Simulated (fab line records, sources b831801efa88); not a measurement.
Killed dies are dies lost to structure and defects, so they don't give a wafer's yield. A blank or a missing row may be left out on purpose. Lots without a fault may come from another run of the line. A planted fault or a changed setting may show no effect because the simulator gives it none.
fab line records | flow sky130
record lots=5 wafers=15 last_day=48
route steps=708 shown POLY_CUT@317 SD_P@320 RES_XHIGH@332 SD_N@342 PAD_OPEN@708
lots that met no fault: from a run of the same line without faults
start_h: hours from the record's first day to the start of the lot's first wafer shown | wait_h: hours since the lot's step before | " the same as in the row above | L1.1+2: a row that stands for several wafers | - no value, or no start given | * or withheld: withheld | < > ~ a bound
route shown NAME@n: a module of which the file shows steps, and the number in the route of the first | usual: mean/standard deviation of fault-free wafers | same: alike in all rows | chamber/n: place in a boat | sites: the reading at each site | _std_site: their standard deviation | _edge_site: outer sites' mean less inner sites' | radius_mm: how far each site lies from the wafer's centre | mask NAME#n: copy n | behind: the tool/chamber that last shaped the wafer | hold: why the lot was held/for how many hours/how that ended | device: the transistor (n, p or np) that didn't switch | end of line: the same wafers' tests at the end of the route | a step without rows: its recipe alone | killed: dies lost to structure and defects at the first sort, not the wafer's yield | map: a wafer's dies, x killed, . not, _ none there
set.NAME: the setting as run; set.NAME@STEP: as run at that earlier step | model.NAME: the simulator's own value behind a step, which no gauge read
lots at some steps of the route; a table a step, a row a wafer
services: from which hour (start_h, from the record's first day; less than 0 if before it) a tool's chamber was out of use, for how many hours, and why
## steps
# step SKY_POLY_CUT_ETCH_10
# recipe chemistry=N2/H2 target=BARC ion_energy_ev=200 source_w=500 bias_w=100 pressure_mtorr=30 n2_flow_sccm=100 h2_flow_sccm=200 stop_on=SiO2 time_s=45.9 target_depth_a=600
# step SKY_POLY_CUT_ETCH_11
# recipe target=Si3N4 chemistry=CF4/CH2F2/Ar stop_on=poly-Si source_w=600 bias_w=150 pressure_mtorr=40 cf4_flow_sccm=40 ch2f2_flow_sccm=20 Ar_flow_sccm=150 time_s=42.5 target_depth_a=600
# step SKY_POLY_CUT_STRIP_12
# recipe chemistry=O2/N2 power_w=1400 pressure_mtorr=1500 platen_temp_c=withheld o2_flow_sccm=3000 n2_flow_sccm=300 overash_fraction=0.5
# step SKY_SD_P_DEHYDRATE_00
# recipe temp_c=200 time_s=60
# step SKY_SD_P_HMDS_01
# recipe prime_time_s=60 prime_temp_c=120
# step SKY_SD_P_COAT_02
# recipe resist=NOVOLAK spin_rpm=3000 resist_thk_nm=1140
# step SKY_SD_P_SOFTBAKE_03
# recipe temp_c=90 time_s=60 resist=NOVOLAK
# step SKY_SD_P_EXPOSE_04
# recipe mask_id=PSDM na=0.6 source_shape=conventional sigma_outer=0.6 polarization=unpolarized target_cd_nm=380 dose_mj=138
# step SKY_SD_P_PEB_05
# recipe temp_c=withheld time_s=* resist=NOVOLAK
# step SKY_SD_P_DEVELOP_06
# recipe resist=NOVOLAK developer=TMAH develop_time_s=60 dev_temp_c=23
# step SKY_SD_P_IMPLANT_09
# recipe species=BF2 energy_kev=20 dose_cm2=3e+15 tilt_deg=0
# usual beam_on_s=13.2/1.6
# same implant_ion_amu=49
# columns lot.wafer tool chamber start_h wait_h beam_on_s
L939.2 implanter-02 0 606.83 0.0 11.7
L939.3 " 0 " " 11.8
L939.6 " 0 " " 11.9
L946.1 implanter-02 0 673.38 0.0 11.5
L946.2 " 0 " " 11.2
L946.4 " 0 " " 11.6
L947.4 implanter-02 0 680.54 0.1 11.6
L947.5 " 0 " " 11.5
L947.6 " 0 " " 11.4
L948.1 implanter-02 0 684.17 0.0 11.5
L948.2 " 0 " " 11.3
L948.4 " 0 " " 11.5
L951.1 implanter-04 0 703.25 0.0 15.2
L951.3 " 0 " " 15.3
L951.6 " 0 " " 14.2
# step SKY_SD_P_STRIP_10
# recipe chemistry=O2/N2 power_w=1400 pressure_mtorr=1500 platen_temp_c=withheld o2_flow_sccm=3000 n2_flow_sccm=300 overash_fraction=0.5
# step SKY_RES_XHIGH_DEHYDRATE_00
# recipe temp_c=200 time_s=60
# step SKY_RES_XHIGH_HMDS_01
# recipe prime_time_s=60 prime_temp_c=120
# step SKY_RES_XHIGH_COAT_02
# recipe resist=NOVOLAK spin_rpm=3000 resist_thk_nm=1140
# step SKY_RES_XHIGH_SOFTBAKE_03
# recipe temp_c=90 time_s=60 resist=NOVOLAK
# step SKY_RES_XHIGH_EXPOSE_04
# recipe mask_id=URPM na=0.6 source_shape=conventional sigma_outer=0.6 polarization=unpolarized target_cd_nm=1270 dose_mj=140
# step SKY_RES_XHIGH_PEB_05
# recipe temp_c=withheld time_s=* resist=NOVOLAK
# step SKY_RES_XHIGH_DEVELOP_06
# recipe resist=NOVOLAK developer=TMAH develop_time_s=60 dev_temp_c=23
# step SKY_RES_XHIGH_IMPLANT_07
# recipe species=BF2 energy_kev=20 dose_cm2=3.6e+14 tilt_deg=0
# step SKY_RES_XHIGH_STRIP_08
# recipe chemistry=O2/N2 power_w=1400 pressure_mtorr=1500 platen_temp_c=withheld o2_flow_sccm=3000 n2_flow_sccm=300 overash_fraction=0.5
# step SKY_SD_N_DEHYDRATE_00
# recipe temp_c=200 time_s=60
# step SKY_SD_N_HMDS_01
# recipe prime_time_s=60 prime_temp_c=120
# step SKY_SD_N_COAT_02
# recipe resist=NOVOLAK spin_rpm=3000 resist_thk_nm=1140
# step SKY_SD_N_SOFTBAKE_03
# recipe temp_c=90 time_s=60 resist=NOVOLAK
# step SKY_SD_N_EXPOSE_04
# recipe mask_id=NSDM na=0.6 source_shape=conventional sigma_outer=0.6 polarization=unpolarized target_cd_nm=380 dose_mj=141
# step SKY_SD_N_PEB_05
# recipe temp_c=withheld time_s=* resist=NOVOLAK
# step SKY_SD_N_DEVELOP_06
# recipe resist=NOVOLAK developer=TMAH develop_time_s=60 dev_temp_c=23
# step SKY_SD_N_IMPLANT_09
# recipe species=As energy_kev=50 dose_cm2=4e+15 tilt_deg=0
# step SKY_SD_N_IMPLANT_10
# recipe species=P energy_kev=20 dose_cm2=1e+14 tilt_deg=0
# step SKY_SD_N_STRIP_11
# recipe chemistry=O2/N2 power_w=1400 pressure_mtorr=1500 platen_temp_c=withheld o2_flow_sccm=3000 n2_flow_sccm=300 overash_fraction=0.5
# step SKY_SD_N_CLEAN_13
# recipe chemistry=SC1/SC2 mix=1:4:20 temp_c=70 time_s=150 dry=n2_spin
# step SKY_SD_N_RTA_14
# recipe temp_c=1075 time_s=2 idle_temp_c=650 ramp_up_c_per_s=150 ramp_down_c_per_s=90 ambient=N2
# step SKY_PAD_OPEN_PROBE_99
# usual killed_at_M0_to_M3=43/7.7 killed_at_M4_up=2.9/1.9 killed_at_contacts=24/5.9 killed_at_front_end=16/5.1 killed_at_other=0.3/0.63 killed_dies=86/10 killed_open=47/7.6 killed_short=39/6.8
# same gross_dies=492 killed_at_back_side=0
# columns lot.wafer tool chamber start_h wait_h killed_at_M0_to_M3 killed_at_M4_up killed_at_contacts killed_at_front_end killed_at_other killed_dies killed_open killed_short model.etest.pfet_g5v0d10v5.r_on_ohm_um model.etest.pfet_01v8.r_on_ohm_um model.etest.pfet_g5v0d10v5.drive_ua_um model.etest.res_high_po.rs_ohm_sq_rim_less_centre model.etest.res_high_po.rs_ohm_sq_range model.etest.pfet_01v8_lvt.drive_ua_um model.etest.pfet_01v8.drive_ua_um model.etest.pfet_01v8_mvt.drive_ua_um
L939.2 prober-02 - 1085.17 0.1 45 1 29 13 0 88 34 54 4749 2947 345.6 -9.187 10.2 172 188.6 150.7
L939.3 prober-02 - 1085.22 0.2 36 4 12 19 0 71 29 42 4808 2972 340.1 -8.772 12.24 171.3 188.3 149.6
L939.6 prober-02 - 1085.37 0.2 30 1 25 11 0 67 45 22 4750 2839 344.6 -7.362 10.19 173 197.6 153.7
L946.1 prober-01 - 1134.89 0.1 53 2 34 23 0 112 68 42 5043 3078 326.8 -26.3 28 166.4 181.5 140.2
L946.2 prober-01 - 1134.94 0.1 42 1 34 23 0 100 56 44 5058 3144 322.9 -26.24 29 163.8 177.5 138.9
L946.4 prober-01 - 1135.04 0.2 41 2 23 11 0 77 49 28 4934 3024 334.3 -24.16 27.24 168.4 185.3 143.3
L947.4 prober-02 - 1142.18 0.2 47 3 25 8 1 84 51 33 4944 2916 332.2 -12.15 15.23 165.1 191.5 150.1
L947.5 prober-02 - 1142.23 0.2 47 2 27 16 1 93 58 35 4980 2985 327.4 -12.12 14.18 164.2 186.3 148.1
L947.6 prober-02 - 1142.28 0.2 50 3 29 11 0 93 59 34 5028 2942 325.7 -11.25 13.93 166.2 192.1 147.1
L948.1 prober-01 - 1145.66 0.1 46 2 17 23 3 91 59 31 5017 3019 327.6 -14.16 15.86 163.1 185.3 142.4
L948.2 prober-01 - 1145.71 0.1 42 5 25 18 0 90 46 43 5028 2940 326.3 -16.94 18.98 166.6 189.4 145.5
L948.4 prober-01 - 1145.81 0.2 45 4 24 18 1 92 50 41 4992 2990 326.1 -17.17 20.47 165.9 186.1 143.3
L951.1 prober-02 - 1155.33 0.1 46 3 24 8 1 82 38 44 4758 2855 341.1 -4.61 8.409 176.6 195.5 151.2
L951.3 prober-02 - 1155.43 0.2 51 8 35 17 0 111 59 52 4644 2868 350.8 -3.633 6.5 175.9 196.3 153.1
L951.6 prober-02 - 1155.58 0.2 43 5 29 11 0 88 47 41 4690 2858 346.7 -4.134 10.13 176.3 198.2 151.8
# killed by level:class
L939.2 METAL1:geometric_particle:short=11 CONTACT:geometric_particle:open=10 LOCAL_INTERCONNECT:geometric_particle:short=7 VIA1:geometric_particle:short=7 VIA3:geometric_particle:short=7 LI_CONTACT:geometric_particle:open=5 VIA1:geometric_particle:open=4 VIA2:geometric_particle:open=4
L939.3 VIA1:geometric_particle:open=6 METAL2:geometric_particle:short=6 VIA3:geometric_particle:open=6 CONTACT:geometric_particle:short=5 METAL3:geometric_particle:short=5 FIELD_ISO:geometric_particle:short=4 POLY_GATE:geometric_particle:short=4 POLY_GATE:geometric_particle:open=4
L939.6 VIA1:geometric_particle:open=12 CONTACT:geometric_particle:open=10 LI_CONTACT:geometric_particle:open=7 VIA2:geometric_particle:open=5 LI_CONTACT:geometric_particle:short=4 VIA1:geometric_particle:short=4 POLY_GATE:geometric_particle:open=3 POLY_GATE:geometric_particle:short=3
L946.1 CONTACT:geometric_particle:open=16 LI_CONTACT:geometric_particle:open=11 VIA1:geometric_particle:open=11 POLY_GATE:geometric_particle:short=8 VIA2:geometric_particle:open=8 POLY_GATE:geometric_particle:open=6 METAL1:geometric_particle:short=6 VIA2:geometric_particle:short=5
L946.2 CONTACT:geometric_particle:open=12 VIA1:geometric_particle:open=11 LI_CONTACT:geometric_particle:open=10 POLY_GATE:geometric_particle:short=9 VIA3:geometric_particle:open=9 FIELD_ISO:geometric_particle:open=5 METAL2:geometric_particle:short=5 LI_CONTACT:geometric_particle:short=4
L946.4 VIA1:geometric_particle:open=12 CONTACT:geometric_particle:open=9 VIA3:geometric_particle:open=6 LI_CONTACT:geometric_particle:open=5 CONTACT:geometric_particle:short=5 VIA2:geometric_particle:open=5 POLY_GATE:geometric_particle:short=4 METAL2:geometric_particle:short=4
L947.4 VIA1:geometric_particle:open=17 CONTACT:geometric_particle:open=10 METAL2:geometric_particle:short=9 LI_CONTACT:geometric_particle:open=6 VIA3:geometric_particle:open=6 LI_CONTACT:geometric_particle:short=5 METAL1:geometric_particle:short=4 CONTACT:geometric_particle:short=4
L947.5 VIA1:geometric_particle:open=16 CONTACT:geometric_particle:open=11 VIA2:geometric_particle:open=8 METAL1:geometric_particle:short=7 FIELD_ISO:geometric_particle:open=6 POLY_GATE:geometric_particle:open=6 CONTACT:geometric_particle:short=6 LI_CONTACT:geometric_particle:open=5
L947.6 VIA1:geometric_particle:open=15 CONTACT:geometric_particle:open=13 VIA2:geometric_particle:open=10 VIA1:geometric_particle:short=7 POLY_GATE:geometric_particle:open=6 LI_CONTACT:geometric_particle:open=5 VIA3:geometric_particle:short=5 CONTACT:geometric_particle:short=5
L948.1 VIA2:geometric_particle:open=13 VIA3:geometric_particle:open=10 FIELD_ISO:geometric_particle:open=9 VIA1:geometric_particle:open=9 CONTACT:geometric_particle:open=5 LOCAL_INTERCONNECT:geometric_particle:short=4 FIELD_ISO:geometric_particle:short=3 POLY_GATE:geometric_particle:short=3
L948.2 LI_CONTACT:geometric_particle:open=9 METAL2:geometric_particle:short=8 VIA3:geometric_particle:open=8 CONTACT:geometric_particle:open=6 POLY_GATE:geometric_particle:short=6 VIA1:geometric_particle:open=6 CONTACT:geometric_particle:short=5 VIA3:geometric_particle:short=4
L948.4 VIA2:geometric_particle:open=13 LI_CONTACT:geometric_particle:open=9 FIELD_ISO:geometric_particle:short=7 METAL1:geometric_particle:short=7 VIA1:geometric_particle:open=7 CONTACT:geometric_particle:open=6 VIA3:geometric_particle:open=5 POLY_GATE:geometric_particle:open=4
L951.1 VIA1:geometric_particle:open=7 VIA2:geometric_particle:open=7 CONTACT:geometric_particle:open=7 VIA2:geometric_particle:short=7 METAL2:geometric_particle:short=5 VIA3:geometric_particle:open=5 LI_CONTACT:geometric_particle:short=4 LI_CONTACT:geometric_particle:open=4
L951.3 CONTACT:geometric_particle:open=15 VIA1:geometric_particle:open=13 CONTACT:geometric_particle:short=9 VIA2:geometric_particle:open=7 VIA3:geometric_particle:open=7 METAL4:geometric_particle:short=7 FIELD_ISO:geometric_particle:open=5 VIA1:geometric_particle:short=5
L951.6 VIA1:geometric_particle:open=11 LI_CONTACT:geometric_particle:open=9 CONTACT:geometric_particle:open=8 VIA2:geometric_particle:open=6 CONTACT:geometric_particle:short=5 FIELD_ISO:geometric_particle:short=4 LOCAL_INTERCONNECT:geometric_particle:short=4 METAL2:geometric_particle:short=4
## services
# columns tool chamber start_h hours kind
implanter-04 - 599.98 1.2 repair
implanter-02 - 647.55 2.9 pm
implanter-04 - 662.30 2.0 repair
implanter-02 - 695.29 2.4 repair
## key
first_sign none at tools or gauges
model_effect step=SKY_PAD_OPEN_PROBE_99 value=etest.pfet_g5v0d10v5.r_on_ohm_um without=4748 struck=5002
met_at SKY_SD_P_IMPLANT_09
struck_wafers L946.1,L946.2,L946.4,L947.4,L947.5,L947.6,L948.1,L948.2,L948.4
tester_left_out L946,L947,L948
onset_between 606.83 673.38
fault kind=process_parameter_drift tool=implanter-02 chamber=- onset_h=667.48 steps=SKY_SD_P_IMPLANT_09 channel=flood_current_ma offset=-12 shape=step end_h=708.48
# tester_left_out: of these lots the tester's yield and bins aren't shown, on N5 and GAA mostly nor the transistor test; their killed dies are dies lost to structure and defects alone, not to doping, threshold or leakage, so they don't give the yield
